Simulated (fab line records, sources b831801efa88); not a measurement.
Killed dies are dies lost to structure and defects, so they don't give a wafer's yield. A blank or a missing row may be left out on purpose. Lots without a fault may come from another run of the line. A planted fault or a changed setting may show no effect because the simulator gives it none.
fab line records | flow sky130
record lots=5 wafers=15 last_day=50
route steps=708 shown LDD_P@263 LDD_HVN@267 LDD_HVP@278 LDD_LDN@289
lots that met no fault: from a run of the same line without faults
start_h: hours from the record's first day to the start of the lot's first wafer shown | wait_h: hours since the lot's step before | " the same as in the row above | L1.1+2: a row that stands for several wafers | - no value, or no start given | * or withheld: withheld | < > ~ a bound
route shown NAME@n: a module of which the file shows steps, and the number in the route of the first | usual: mean/standard deviation of fault-free wafers | same: alike in all rows | chamber/n: place in a boat | sites: the reading at each site | _std_site: their standard deviation | _edge_site: outer sites' mean less inner sites' | radius_mm: how far each site lies from the wafer's centre | mask NAME#n: copy n | behind: the tool/chamber that last shaped the wafer | hold: why the lot was held/for how many hours/how that ended | device: the transistor (n, p or np) that didn't switch | end of line: the same wafers' tests at the end of the route | a step without rows: its recipe alone | killed: dies lost to structure and defects at the first sort, not the wafer's yield | map: a wafer's dies, x killed, . not, _ none there
set.NAME: the setting as run; set.NAME@STEP: as run at that earlier step | model.NAME: the simulator's own value behind a step, which no gauge read
lots at some steps of the route; a table a step, a row a wafer
services: from which hour (start_h, from the record's first day; less than 0 if before it) a tool's chamber was out of use, for how many hours, and why
## steps
# step SKY_LDD_P_OVL_MEAS_08
# usual LDD_P_OVL=-0.4/1.2
# columns lot.wafer tool chamber start_h wait_h LDD_P_OVL[nm]
L076.1 overlay-02 - 451.40 0.1 -3.1
L076.4 " - " " -2.7
L076.5 " - " " -2.8
L078.2 overlay-01 - 466.14 0.1 -0.2
L078.3 " - " " -1.4
L078.5 " - " " -1.8
L089.1 overlay-02 - 579.05 0.1 -0.2
L089.3 " - " " 0.8
L089.5 " - " " -0.5
L092.2 overlay-02 - 611.36 0.1 1.4
L092.4 " - " " 1.3
L092.5 " - " " 0.9
L096.4 overlay-01 - 620.71 0.1 -0.2
L096.5 " - " " -0.2
L096.6 " - " " 0.3
# step SKY_LDD_P_IMPLANT_09
# recipe species=BF2 energy_kev=25 dose_cm2=1e+13 tilt_deg=withheld
# usual beam_on_s=9.99/0.21
# columns lot.wafer tool chamber start_h wait_h beam_on_s
L076.1 implanter-01 0 451.44 0.0 10.46
L076.4 " 0 " " 10.38
L076.5 " 0 " " 9.97
L078.2 implanter-01 0 466.20 0.0 10.01
L078.3 " 0 " " 10.06
L078.5 " 0 " " 9.90
L089.1 implanter-04 0 579.09 0.0 10.48
L089.3 " 0 " " 10.13
L089.5 " 0 " " 10.13
L092.2 implanter-03 0 611.41 0.0 9.71
L092.4 " 0 " " 10.31
L092.5 " 0 " " 9.71
L096.4 implanter-03 0 620.80 0.1 9.74
L096.5 " 0 " " 9.81
L096.6 " 0 " " 10.11
# step SKY_LDD_P_STRIP_10
# recipe chemistry=O2/N2 power_w=1400 pressure_mtorr=1500 platen_temp_c=withheld o2_flow_sccm=3000 n2_flow_sccm=300 overash_fraction=0.5
# usual drypump_motor_current_A=5.9/0.46 oes_product_au=0.715/0.0047 strip_time_to_endpoint_s=13.99/0.039
# columns lot.wafer tool chamber start_h wait_h drypump_motor_current_A oes_product_au rf_hours_counter_h strip_time_to_endpoint_s
L076.1 plasma_asher-03 1 451.59 0.1 5.6 0.721 72 14.04
L076.4 " 1 " " 5.6 0.720 - 14.05
L076.5 " 1 " " 5.6 0.713 - 14.02
L078.2 plasma_asher-02 0 466.32 0.1 6.8 0.715 4 14.02
L078.3 " 0 " " 6.8 0.720 - 13.97
L078.5 " 0 " " 6.8 0.717 - 13.97
L089.1 plasma_asher-03 1 579.24 0.1 5.5 0.704 84 14.00
L089.3 " 0 " " 5.8 0.710 - 13.94
L089.5 " 0 " " 5.7 0.718 - 13.99
L092.2 plasma_asher-03 1 611.54 0.1 5.5 0.717 88 13.93
L092.4 " 1 " " 5.5 0.711 - 13.96
L092.5 " 0 " " 5.8 0.718 - 13.98
L096.4 plasma_asher-03 0 620.91 0.1 5.8 0.725 - 13.99
L096.5 " 0 " " 5.8 0.716 - 13.99
L096.6 " 1 " " 5.5 0.716 - 13.99
# step SKY_LDD_P_TW_MEAS_11
# usual LDD_P_TW=635/3.9
# columns lot.wafer tool chamber start_h wait_h LDD_P_TW
L076.1 film_metro-02 - 451.69 0.1 634
L076.4 " - " " 634
L076.5 " - " " 635
L078.2 film_metro-02 - 466.43 0.1 629
L078.3 " - " " 628
L078.5 " - " " 627
L089.1 film_metro-04 - 579.34 0.1 638
L089.3 " - " " 638
L089.5 " - " " 637
L092.2 film_metro-04 - 611.65 0.1 638
L092.4 " - " " 640
L092.5 " - " " 637
L096.4 film_metro-04 - 621.00 0.1 637
L096.5 " - " " 639
L096.6 " - " " 636
# step SKY_LDD_HVN_DEHYDRATE_00
# recipe temp_c=200 time_s=60
# usual chill_plate_temp_C=23.01/0.09
# columns lot.wafer tool chamber start_h wait_h chill_plate_temp_C
L076.1 litho_track-01 0 465.91 14.2 23.09
L076.4 " 0 " " 22.96
L076.5 " 0 " " 23.02
L078.2 litho_track-04 0 481.45 15.0 22.95
L078.3 " 0 " " 22.98
L078.5 " 0 " " 23.09
L089.1 litho_track-04 0 593.58 14.2 23.03
L089.3 " 0 " " 22.98
L089.5 " 0 " " 23.00
L092.2 litho_track-04 0 624.80 13.1 22.93
L092.4 " 0 " " 23.03
L092.5 " 0 " " 23.01
L096.4 litho_track-04 0 633.85 12.8 22.87
L096.5 " 0 " " 22.91
L096.6 " 0 " " 22.88
# step SKY_LDD_HVN_HMDS_01
# recipe prime_time_s=60 prime_temp_c=120
# usual chill_plate_temp_C=23.01/0.099
# columns lot.wafer tool chamber start_h wait_h chill_plate_temp_C
L076.1 litho_track-01 0 466.06 0.1 23.21
L076.4 " 0 " " 23.19
L076.5 " 0 " " 23.00
L078.2 litho_track-04 0 481.60 0.1 23.00
L078.3 " 0 " " 22.90
L078.5 " 0 " " 23.04
L089.1 litho_track-04 0 593.73 0.1 23.02
L089.3 " 0 " " 23.15
L089.5 " 0 " " 23.01
L092.2 litho_track-04 0 624.95 0.1 23.05
L092.4 " 0 " " 23.10
L092.5 " 0 " " 22.84
L096.4 litho_track-04 0 634.00 0.1 22.93
L096.5 " 0 " " 23.05
L096.6 " 0 " " 23.02
# step SKY_LDD_HVN_COAT_02
# recipe resist=NOVOLAK spin_rpm=3000 resist_thk_nm=300
# usual chill_plate_temp_C=23.02/0.095 spin_speed_rpm=3000.0/2.1
# columns lot.wafer tool chamber start_h wait_h chill_plate_temp_C spin_speed_rpm
L076.1 litho_track-01 0 466.21 0.1 23.09 3000.2
L076.4 " 0 " " 23.00 3002.7
L076.5 " 0 " " 23.12 2999.8
L078.2 litho_track-04 0 481.75 0.1 23.22 3001.4
L078.3 " 0 " " 23.10 2999.1
L078.5 " 0 " " 22.96 3001.2
L089.1 litho_track-04 0 593.88 0.1 23.07 3002.1
L089.3 " 0 " " 23.07 3005.0
L089.5 " 0 " " 23.01 3001.1
L092.2 litho_track-04 0 625.10 0.1 22.93 3003.3
L092.4 " 0 " " 23.11 3000.9
L092.5 " 0 " " 22.99 3000.8
L096.4 litho_track-04 0 634.15 0.1 23.00 3000.4
L096.5 " 0 " " 22.91 3001.1
L096.6 " 0 " " 22.98 2999.9
# step SKY_LDD_HVN_SOFTBAKE_03
# recipe temp_c=90 time_s=57.99 resist=NOVOLAK
# usual chill_plate_temp_C=23.00/0.092
# columns lot.wafer tool chamber start_h wait_h chill_plate_temp_C
L076.1 litho_track-01 0 466.36 0.1 23.06
L076.4 " 0 " " 22.99
L076.5 " 0 " " 23.07
L078.2 litho_track-04 0 481.90 0.1 22.88
L078.3 " 0 " " 22.88
L078.5 " 0 " " 22.94
L089.1 litho_track-04 0 594.03 0.1 23.02
L089.3 " 0 " " 22.95
L089.5 " 0 " " 22.93
L092.2 litho_track-04 0 625.25 0.1 23.06
L092.4 " 0 " " 22.99
L092.5 " 0 " " 22.98
L096.4 litho_track-04 0 634.30 0.1 23.00
L096.5 " 0 " " 22.96
L096.6 " 0 " " 23.11
# step SKY_LDD_HVN_EXPOSE_04
# recipe mask_id=HVNTM na=0.6 source_shape=conventional sigma_outer=0.6 polarization=unpolarized target_cd_nm=700 dose_mj=127
# columns lot.wafer tool chamber start_h wait_h mask
L076.1+4+5 iline_stepper-02 0 - - HVNTM#0
L078.2+3+5 iline_stepper-01 0 - - HVNTM#0
L089.1+3+5 iline_stepper-02 0 - - HVNTM#0
L092.2+4+5 iline_stepper-02 0 - - HVNTM#0
L096.4+5+6 iline_stepper-02 0 - - HVNTM#0
# step SKY_LDD_HVN_PEB_05
# recipe temp_c=withheld time_s=* resist=NOVOLAK
# usual chill_plate_temp_C=*
# columns lot.wafer tool chamber start_h wait_h chill_plate_temp_C
L076.1 litho_track-01 0 - - *
L076.4 " 0 " " *
L076.5 " 0 " " *
L078.2 litho_track-03 0 - - *
L078.3 " 0 " " *
L078.5 " 0 " " *
L089.1 litho_track-03 0 - - *
L089.3 " 0 " " *
L089.5 " 0 " " *
L092.2 litho_track-01 0 - - *
L092.4 " 0 " " *
L092.5 " 0 " " *
L096.4 litho_track-01 0 - - *
L096.5 " 0 " " *
L096.6 " 0 " " *
# step SKY_LDD_HVN_DEVELOP_06
# recipe resist=NOVOLAK developer=TMAH develop_time_s=60 dev_temp_c=23
# usual chill_plate_temp_C=23.01/0.11 developer_temp_C=23.00/0.1
# columns lot.wafer tool chamber start_h wait_h chill_plate_temp_C developer_temp_C
L076.1 litho_track-01 0 482.01 0.1 22.79 22.99
L076.4 " 0 " " 22.84 23.08
L076.5 " 0 " " 22.88 23.01
L078.2 litho_track-03 0 496.80 0.1 22.89 22.79
L078.3 " 0 " " 22.89 22.85
L078.5 " 0 " " 22.97 22.82
L089.1 litho_track-03 0 608.18 0.1 23.06 22.86
L089.3 " 0 " " 22.95 22.93
L089.5 " 0 " " 23.18 22.95
L092.2 litho_track-01 0 638.09 0.1 22.96 22.89
L092.4 " 0 " " 23.11 23.12
L092.5 " 0 " " 23.05 23.10
L096.4 litho_track-01 0 647.74 0.1 23.06 22.93
L096.5 " 0 " " 23.07 23.05
L096.6 " 0 " " 23.05 23.06
# step SKY_LDD_HVN_OVL_MEAS_07
# usual LDD_HVN_OVL=0.0/1.2
# columns lot.wafer tool chamber start_h wait_h LDD_HVN_OVL[nm]
L076.1 overlay-01 - 482.16 0.1 1.0
L076.4 " - " " 0.2
L076.5 " - " " 0.8
L078.2 overlay-01 - 496.94 0.1 2.1
L078.3 " - " " 2.9
L078.5 " - " " 1.2
L089.1 overlay-01 - 608.33 0.1 -0.3
L089.3 " - " " -0.4
L089.5 " - " " -0.7
L092.2 overlay-02 - 638.22 0.1 0.3
L092.4 " - " " -0.6
L092.5 " - " " -2.0
L096.4 overlay-02 - 647.83 0.1 1.9
L096.5 " - " " 0.3
L096.6 " - " " -1.2
# step SKY_LDD_HVN_IMPLANT_08
# recipe species=P energy_kev=60 dose_cm2=3e+13 tilt_deg=40
# usual beam_on_s=9.99/0.22 tilt_deg=39.998/0.02
# columns lot.wafer tool chamber start_h wait_h beam_on_s tilt_deg
L076.1 implanter-01 0 482.20 0.0 10.21 40.010
L076.4 " 0 " " 10.18 40.002
L076.5 " 0 " " 10.11 40.000
L078.2 implanter-04 0 496.99 0.0 9.93 39.966
L078.3 " 0 " " 10.31 39.989
L078.5 " 0 " " 10.04 39.984
L089.1 implanter-02 0 608.37 0.0 9.75 40.019
L089.3 " 0 " " 9.76 39.997
L089.5 " 0 " " 9.91 40.011
L092.2 implanter-04 0 638.27 0.0 10.15 40.048
L092.4 " 0 " " 10.12 40.022
L092.5 " 0 " " 10.24 39.999
L096.4 implanter-01 0 647.92 0.1 9.83 39.977
L096.5 " 0 " " 10.04 40.020
L096.6 " 0 " " 10.06 40.011
# step SKY_LDD_HVN_STRIP_09
# recipe chemistry=O2/N2 power_w=1400 pressure_mtorr=1500 platen_temp_c=withheld o2_flow_sccm=3000 n2_flow_sccm=300 overash_fraction=0.5
# usual drypump_motor_current_A=6.0/0.43 oes_product_au=0.408/0.0049 strip_time_to_endpoint_s=4.138/0.018
# columns lot.wafer tool chamber start_h wait_h drypump_motor_current_A oes_product_au rf_hours_counter_h strip_time_to_endpoint_s
L076.1 plasma_asher-04 0 482.35 0.1 6.5 0.415 66 4.127
L076.4 " 1 " " 5.8 0.413 - 4.131
L076.5 " 1 " " 5.8 0.408 - 4.126
L078.2 plasma_asher-01 1 497.12 0.1 6.4 0.408 40 4.101
L078.3 " 0 " " 5.4 0.412 - 4.122
L078.5 " 0 " " 5.4 0.408 - 4.128
L089.1 plasma_asher-01 0 608.52 0.1 5.4 0.409 51 4.134
L089.3 " 1 " " 6.4 0.400 - 4.104
L089.5 " 0 " " 5.4 0.406 - 4.119
L092.2 plasma_asher-01 1 638.40 0.1 6.4 0.414 54 4.141
L092.4 " 0 " " 5.4 0.407 - 4.152
L092.5 " 0 " " 5.4 0.404 - 4.161
L096.4 plasma_asher-04 1 648.03 0.1 5.8 0.415 - 4.166
L096.5 " 0 " " 6.5 0.410 - 4.163
L096.6 " 1 " " 5.8 0.403 - 4.160
# step SKY_LDD_HVN_TW_MEAS_10
# usual LDD_HVN_TW=1435/11
# columns lot.wafer tool chamber start_h wait_h LDD_HVN_TW
L076.1 film_metro-01 - 482.45 0.1 1419
L076.4 " - " " 1412
L076.5 " - " " 1418
L078.2 film_metro-02 - 497.23 0.1 1436
L078.3 " - " " 1430
L078.5 " - " " 1434
L089.1 film_metro-01 - 608.62 0.1 1446
L089.3 " - " " 1452
L089.5 " - " " 1454
L092.2 film_metro-01 - 638.51 0.1 1441
L092.4 " - " " 1457
L092.5 " - " " 1449
L096.4 film_metro-03 - 648.13 0.1 1425
L096.5 " - " " 1425
L096.6 " - " " 1427
# step SKY_LDD_HVP_DEHYDRATE_00
# recipe temp_c=200 time_s=60
# usual chill_plate_temp_C=23.02/0.1
# columns lot.wafer tool chamber start_h wait_h chill_plate_temp_C
L076.1 litho_track-04 0 497.08 14.6 22.85
L076.4 " 0 " " 22.77
L076.5 " 0 " " 22.84
L078.2 litho_track-04 0 511.75 14.5 23.01
L078.3 " 0 " " 23.05
L078.5 " 0 " " 23.02
L089.1 litho_track-01 0 622.06 13.4 23.24
L089.3 " 0 " " 22.97
L089.5 " 0 " " 22.85
L092.2 litho_track-01 0 651.64 13.1 23.02
L092.4 " 0 " " 23.23
L092.5 " 0 " " 23.14
L096.4 litho_track-04 0 661.35 13.2 23.00
L096.5 " 0 " " 22.99
L096.6 " 0 " " 23.04
# step SKY_LDD_HVP_HMDS_01
# recipe prime_time_s=60 prime_temp_c=120
# usual chill_plate_temp_C=23.00/0.11
# columns lot.wafer tool chamber start_h wait_h chill_plate_temp_C
L076.1 litho_track-04 0 497.23 0.1 23.01
L076.4 " 0 " " 23.01
L076.5 " 0 " " 23.19
L078.2 litho_track-04 0 511.90 0.1 22.96
L078.3 " 0 " " 22.92
L078.5 " 0 " " 22.98
L089.1 litho_track-01 0 622.21 0.1 22.98
L089.3 " 0 " " 23.00
L089.5 " 0 " " 22.97
L092.2 litho_track-01 0 651.79 0.1 22.95
L092.4 " 0 " " 22.99
L092.5 " 0 " " 22.90
L096.4 litho_track-04 0 661.50 0.1 23.06
L096.5 " 0 " " 23.19
L096.6 " 0 " " 23.11
# step SKY_LDD_HVP_COAT_02
# recipe resist=NOVOLAK spin_rpm=3000 resist_thk_nm=300
# usual chill_plate_temp_C=23.00/0.1 spin_speed_rpm=3000.0/1.9
# columns lot.wafer tool chamber start_h wait_h chill_plate_temp_C spin_speed_rpm
L076.1 litho_track-04 0 497.38 0.1 23.02 3002.6
L076.4 " 0 " " 22.96 3002.6
L076.5 " 0 " " 23.05 3002.0
L078.2 litho_track-04 0 512.05 0.1 23.10 3004.3
L078.3 " 0 " " 22.95 3002.1
L078.5 " 0 " " 23.07 2999.4
L089.1 litho_track-01 0 622.36 0.1 22.98 3001.3
L089.3 " 0 " " 22.99 3003.1
L089.5 " 0 " " 22.96 3002.5
L092.2 litho_track-01 0 651.94 0.1 23.04 3001.0
L092.4 " 0 " " 22.91 2998.8
L092.5 " 0 " " 23.02 2998.1
L096.4 litho_track-04 0 661.65 0.1 23.05 3001.2
L096.5 " 0 " " 23.14 2998.2
L096.6 " 0 " " 22.92 2999.0
# step SKY_LDD_HVP_SOFTBAKE_03
# recipe temp_c=90 time_s=60 resist=NOVOLAK
# usual chill_plate_temp_C=22.97/0.099
# columns lot.wafer tool chamber start_h wait_h chill_plate_temp_C
L076.1 litho_track-04 0 497.53 0.1 22.98
L076.4 " 0 " " 22.88
L076.5 " 0 " " 23.07
L078.2 litho_track-04 0 512.20 0.1 22.89
L078.3 " 0 " " 22.90
L078.5 " 0 " " 22.94
L089.1 litho_track-01 0 622.51 0.1 22.84
L089.3 " 0 " " 23.06
L089.5 " 0 " " 23.01
L092.2 litho_track-01 0 652.09 0.1 22.99
L092.4 " 0 " " 23.01
L092.5 " 0 " " 23.08
L096.4 litho_track-04 0 661.80 0.1 23.15
L096.5 " 0 " " 23.00
L096.6 " 0 " " 23.02
# step SKY_LDD_HVP_EXPOSE_04
# recipe mask_id=HVPTM na=0.6 source_shape=conventional sigma_outer=0.6 polarization=unpolarized target_cd_nm=700 dose_mj=86
# columns lot.wafer tool chamber start_h wait_h mask
L076.1+4+5 iline_stepper-02 0 - - HVPTM#0
L078.2+3+5 iline_stepper-01 0 - - HVPTM#0
L089.1+3+5 iline_stepper-02 0 - - HVPTM#0
L092.2+4+5 iline_stepper-02 0 - - HVPTM#0
L096.4+5+6 iline_stepper-02 0 - - HVPTM#0
# step SKY_LDD_HVP_PEB_05
# recipe temp_c=withheld time_s=* resist=NOVOLAK
# usual chill_plate_temp_C=*
# columns lot.wafer tool chamber start_h wait_h chill_plate_temp_C
L076.1 litho_track-02 0 - - *
L076.4 " 0 " " *
L076.5 " 0 " " *
L078.2 litho_track-04 0 - - *
L078.3 " 0 " " *
L078.5 " 0 " " *
L089.1 litho_track-02 0 - - *
L089.3 " 0 " " *
L089.5 " 0 " " *
L092.2 litho_track-01 0 - - *
L092.4 " 0 " " *
L092.5 " 0 " " *
L096.4 litho_track-01 0 - - *
L096.5 " 0 " " *
L096.6 " 0 " " *
# step SKY_LDD_HVP_DEVELOP_06
# recipe resist=NOVOLAK developer=TMAH develop_time_s=60 dev_temp_c=23
# usual chill_plate_temp_C=22.98/0.11 developer_temp_C=22.98/0.11
# columns lot.wafer tool chamber start_h wait_h chill_plate_temp_C developer_temp_C
L076.1 litho_track-02 0 512.82 0.1 22.91 23.07
L076.4 " 0 " " 23.21 22.94
L076.5 " 0 " " 23.10 22.88
L078.2 litho_track-04 0 527.75 0.1 23.24 22.91
L078.3 " 0 " " 22.87 23.10
L078.5 " 0 " " 23.02 23.06
L089.1 litho_track-02 0 635.82 0.1 22.90 22.98
L089.3 " 0 " " 22.92 22.84
L089.5 " 0 " " 22.79 22.92
L092.2 litho_track-01 0 665.99 0.1 22.83 22.93
L092.4 " 0 " " 23.04 23.01
L092.5 " 0 " " 23.04 22.87
L096.4 litho_track-01 0 674.79 0.1 23.02 23.03
L096.5 " 0 " " 22.93 23.02
L096.6 " 0 " " 22.95 22.94
# step SKY_LDD_HVP_OVL_MEAS_07
# usual LDD_HVP_OVL=0.8/1.3
# columns lot.wafer tool chamber start_h wait_h LDD_HVP_OVL[nm]
L076.1 overlay-01 - 512.97 0.1 3.1
L076.4 " - " " 3.4
L076.5 " - " " 1.4
L078.2 overlay-01 - 527.89 0.1 1.4
L078.3 " - " " 2.4
L078.5 " - " " 0.8
L089.1 overlay-02 - 635.98 0.1 0.7
L089.3 " - " " -1.2
L089.5 " - " " -0.8
L092.2 overlay-01 - 666.12 0.1 1.1
L092.4 " - " " 1.1
L092.5 " - " " -1.7
L096.4 overlay-02 - 674.88 0.1 0.3
L096.5 " - " " -0.5
L096.6 " - " " 0.0
# step SKY_LDD_HVP_IMPLANT_08
# recipe species=B energy_kev=20 dose_cm2=1.7e+13 tilt_deg=17.9
# usual beam_on_s=9.97/0.2 tilt_deg=17.900/0.019
# columns lot.wafer tool chamber start_h wait_h beam_on_s tilt_deg
L076.1 implanter-02 0 513.00 0.0 10.08 17.862
L076.4 " 0 " " 9.79 17.886
L076.5 " 0 " " 9.84 17.889
L078.2 implanter-02 0 527.94 0.0 10.34 17.909
L078.3 " 0 " " 9.95 17.885
L078.5 " 0 " " 9.71 17.913
L089.1 implanter-03 0 636.02 0.0 9.93 17.904
L089.3 " 0 " " 9.54 17.920
L089.5 " 0 " " 10.30 17.893
L092.2 implanter-01 0 666.17 0.0 9.75 17.905
L092.4 " 0 " " 9.72 17.938
L092.5 " 0 " " 10.15 17.934
L096.4 implanter-02 0 674.97 0.1 9.95 17.930
L096.5 " 0 " " 9.69 17.897
L096.6 " 0 " " 10.01 17.880
# step SKY_LDD_HVP_STRIP_09
# recipe chemistry=O2/N2 power_w=1400 pressure_mtorr=1500 platen_temp_c=withheld o2_flow_sccm=3000 n2_flow_sccm=300 overash_fraction=0.5
# usual drypump_motor_current_A=5.8/0.47 oes_product_au=0.409/0.0043 strip_time_to_endpoint_s=4.140/0.015
# columns lot.wafer tool chamber start_h wait_h drypump_motor_current_A oes_product_au rf_hours_counter_h strip_time_to_endpoint_s
L076.1 plasma_asher-01 1 513.15 0.1 6.4 0.420 42 4.142
L076.4 " 1 " " 6.4 0.406 - 4.151
L076.5 " 1 " " 6.4 0.406 - 4.124
L078.2 plasma_asher-03 0 528.07 0.1 5.8 0.398 79 4.135
L078.3 " 1 " " 5.6 0.412 - 4.143
L078.5 " 0 " " 5.8 0.405 - 4.116
L089.1 plasma_asher-03 1 636.17 0.1 5.6 0.407 91 4.140
L089.3 " 0 " " 5.8 0.406 - 4.143
L089.5 " 1 " " 5.6 0.409 - 4.126
L092.2 plasma_asher-02 1 666.30 0.1 5.5 0.408 23 4.131
L092.4 " 0 " " 6.8 0.406 - 4.104
L092.5 " 0 " " 6.7 0.413 - 4.123
L096.4 plasma_asher-03 1 675.08 0.1 5.5 0.409 - 4.150
L096.5 " 1 " " 5.5 0.402 - 4.175
L096.6 " 0 " " 5.8 0.413 - 4.144
# step SKY_LDD_HVP_TW_MEAS_10
# usual LDD_HVP_TW=456/4.1
# columns lot.wafer tool chamber start_h wait_h LDD_HVP_TW
L076.1 film_metro-04 - 513.25 0.1 459
L076.4 " - " " 459
L076.5 " - " " 458
L078.2 film_metro-03 - 528.18 0.1 454
L078.3 " - " " 453
L078.5 " - " " 455
L089.1 film_metro-03 - 636.27 0.1 451
L089.3 " - " " 451
L089.5 " - " " 451
L092.2 film_metro-01 - 666.41 0.1 461
L092.4 " - " " 464
L092.5 " - " " 463
L096.4 film_metro-04 - 675.22 0.1 459
L096.5 " - " " 460
L096.6 " - " " 460
# step SKY_LDD_LDN_DEHYDRATE_00
# recipe temp_c=200 time_s=60
# usual chill_plate_temp_C=22.96/0.11
# columns lot.wafer tool chamber start_h wait_h chill_plate_temp_C
L076.1 litho_track-02 0 527.82 14.6 22.98
L076.4 " 0 " " 23.06
L076.5 " 0 " " 22.89
L078.2 litho_track-03 0 542.90 14.7 23.03
L078.3 " 0 " " 22.92
L078.5 " 0 " " 23.01
L089.1 litho_track-04 0 649.33 13.0 22.99
L089.3 " 0 " " 22.77
L089.5 " 0 " " 22.93
L092.2 litho_track-02 0 679.54 13.1 23.07
L092.4 " 0 " " 22.95
L092.5 " 0 " " 23.10
L096.4 litho_track-04 0 688.45 13.2 23.01
L096.5 " 0 " " 22.96
L096.6 " 0 " " 23.03
# step SKY_LDD_LDN_HMDS_01
# recipe prime_time_s=60 prime_temp_c=120
# usual chill_plate_temp_C=23.01/0.11
# columns lot.wafer tool chamber start_h wait_h chill_plate_temp_C
L076.1 litho_track-02 0 527.97 0.1 22.96
L076.4 " 0 " " 22.95
L076.5 " 0 " " 23.11
L078.2 litho_track-03 0 543.05 0.1 22.99
L078.3 " 0 " " 23.02
L078.5 " 0 " " 22.98
L089.1 litho_track-04 0 649.48 0.1 22.81
L089.3 " 0 " " 23.00
L089.5 " 0 " " 22.90
L092.2 litho_track-02 0 679.69 0.1 22.92
L092.4 " 0 " " 23.00
L092.5 " 0 " " 23.11
L096.4 litho_track-04 0 688.60 0.1 23.11
L096.5 " 0 " " 22.94
L096.6 " 0 " " 22.94
# step SKY_LDD_LDN_COAT_02
# recipe resist=NOVOLAK spin_rpm=3000 resist_thk_nm=1140
# usual chill_plate_temp_C=23.02/0.097 spin_speed_rpm=3000.0/2.3
# columns lot.wafer tool chamber start_h wait_h chill_plate_temp_C spin_speed_rpm
L076.1 litho_track-02 0 528.12 0.1 23.04 2995.3
L076.4 " 0 " " 23.08 2995.6
L076.5 " 0 " " 23.04 3001.4
L078.2 litho_track-03 0 543.20 0.1 23.09 3002.9
L078.3 " 0 " " 23.14 3000.1
L078.5 " 0 " " 23.12 3000.1
L089.1 litho_track-04 0 649.63 0.1 23.05 2996.5
L089.3 " 0 " " 23.00 2998.0
L089.5 " 0 " " 23.00 3000.5
L092.2 litho_track-02 0 679.84 0.1 23.13 3001.0
L092.4 " 0 " " 23.02 3002.7
L092.5 " 0 " " 22.97 3000.9
L096.4 litho_track-04 0 688.75 0.1 23.00 2999.7
L096.5 " 0 " " 22.94 2999.0
L096.6 " 0 " " 23.13 2999.9
# step SKY_LDD_LDN_SOFTBAKE_03
# recipe temp_c=90 time_s=60 resist=NOVOLAK
# usual chill_plate_temp_C=23.01/0.11
# columns lot.wafer tool chamber start_h wait_h chill_plate_temp_C
L076.1 litho_track-02 0 528.27 0.1 23.05
L076.4 " 0 " " 23.04
L076.5 " 0 " " 22.90
L078.2 litho_track-03 0 543.35 0.1 22.96
L078.3 " 0 " " 22.99
L078.5 " 0 " " 23.06
L089.1 litho_track-04 0 649.78 0.1 22.84
L089.3 " 0 " " 22.76
L089.5 " 0 " " 22.76
L092.2 litho_track-02 0 679.99 0.1 23.14
L092.4 " 0 " " 23.09
L092.5 " 0 " " 22.93
L096.4 litho_track-04 0 688.90 0.1 22.91
L096.5 " 0 " " 23.00
L096.6 " 0 " " 22.94
# step SKY_LDD_LDN_EXPOSE_04
# recipe mask_id=LDNTM na=0.6 source_shape=conventional sigma_outer=0.6 polarization=unpolarized target_cd_nm=700 dose_mj=140
# columns lot.wafer tool chamber start_h wait_h mask
L076.1+4+5 iline_stepper-01 0 - - LDNTM#0
L078.2+3+5 iline_stepper-01 0 - - LDNTM#0
L089.1+3+5 iline_stepper-01 0 - - LDNTM#0
L092.2+4+5 iline_stepper-01 0 - - LDNTM#0
L096.4+5+6 iline_stepper-01 0 - - LDNTM#0
# step SKY_LDD_LDN_PEB_05
# recipe temp_c=withheld time_s=* resist=NOVOLAK
# usual chill_plate_temp_C=*
# columns lot.wafer tool chamber start_h wait_h chill_plate_temp_C
L076.1 litho_track-04 0 - - *
L076.4 " 0 " " *
L076.5 " 0 " " *
L078.2 litho_track-04 0 - - *
L078.3 " 0 " " *
L078.5 " 0 " " *
L089.1 litho_track-04 0 - - *
L089.3 " 0 " " *
L089.5 " 0 " " *
L092.2 litho_track-03 0 - - *
L092.4 " 0 " " *
L092.5 " 0 " " *
L096.4 litho_track-04 0 - - *
L096.5 " 0 " " *
L096.6 " 0 " " *
# step SKY_LDD_LDN_DEVELOP_06
# recipe resist=NOVOLAK developer=TMAH develop_time_s=60 dev_temp_c=23
# usual chill_plate_temp_C=22.99/0.11 developer_temp_C=23.01/0.099
# columns lot.wafer tool chamber start_h wait_h chill_plate_temp_C developer_temp_C
L076.1 litho_track-04 0 543.93 0.1 22.98 22.93
L076.4 " 0 " " 23.03 22.91
L076.5 " 0 " " 22.93 22.94
L078.2 litho_track-04 0 558.10 0.1 22.99 23.05
L078.3 " 0 " " 22.94 22.96
L078.5 " 0 " " 22.80 23.12
L089.1 litho_track-04 0 663.58 0.1 22.95 23.00
L089.3 " 0 " " 23.10 23.11
L089.5 " 0 " " 22.99 22.97
L092.2 litho_track-03 0 694.20 0.1 23.06 22.91
L092.4 " 0 " " 23.10 22.91
L092.5 " 0 " " 22.88 22.98
L096.4 litho_track-04 0 701.80 0.1 22.87 22.98
L096.5 " 0 " " 23.05 23.03
L096.6 " 0 " " 22.96 23.00
# step SKY_LDD_LDN_OVL_MEAS_07
# usual LDD_LDN_OVL=0.8/1.3
# columns lot.wafer tool chamber start_h wait_h LDD_LDN_OVL[nm]
L076.1 overlay-02 - 544.08 0.1 -1.1
L076.4 " - " " 0.8
L076.5 " - " " -0.6
L078.2 overlay-02 - 558.24 0.1 0.4
L078.3 " - " " 0.4
L078.5 " - " " 1.4
L089.1 overlay-02 - 663.73 0.1 0.2
L089.3 " - " " 0.9
L089.5 " - " " -0.5
L092.2 overlay-01 - 694.34 0.1 0.4
L092.4 " - " " 2.1
L092.5 " - " " 0.8
L096.4 overlay-02 - 701.90 0.1 1.7
L096.5 " - " " 2.0
L096.6 " - " " -0.4
## services
# columns tool chamber start_h hours kind
implanter-02 - 437.17 3.5 repair
implanter-02 - 457.51 6.4 repair
implanter-04 - 487.40 7.4 repair
implanter-02 - 488.03 1.3 repair
implanter-03 - 507.27 2.7 repair
implanter-01 - 513.69 3.3 repair
iline_stepper-02 - 541.77 0.8 pm
implanter-02 - 550.79 0.6 repair
iline_stepper-02 - 560.23 7.2 repair
iline_stepper-02 - 585.53 1.9 repair
iline_stepper-01 - 587.62 4.4 pm
implanter-03 - 590.51 0.5 repair
iline_stepper-02 - 597.76 1.7 pm
plasma_asher-01 - 609.19 5.1 repair
plasma_asher-01 - 614.37 2.8 pm
implanter-02 - 624.57 6.4 repair
implanter-01 - 643.64 3.8 pm
iline_stepper-01 - 645.51 1.7 pm
implanter-03 - 646.95 18.8 pm
implanter-01 - 650.05 12.5 repair
implanter-04 - 662.53 4.1 pm
implanter-01 - 666.92 0.8 repair
implanter-01 - 689.26 1.1 repair
iline_stepper-01 - 691.70 8.9 pm
## key
fault none
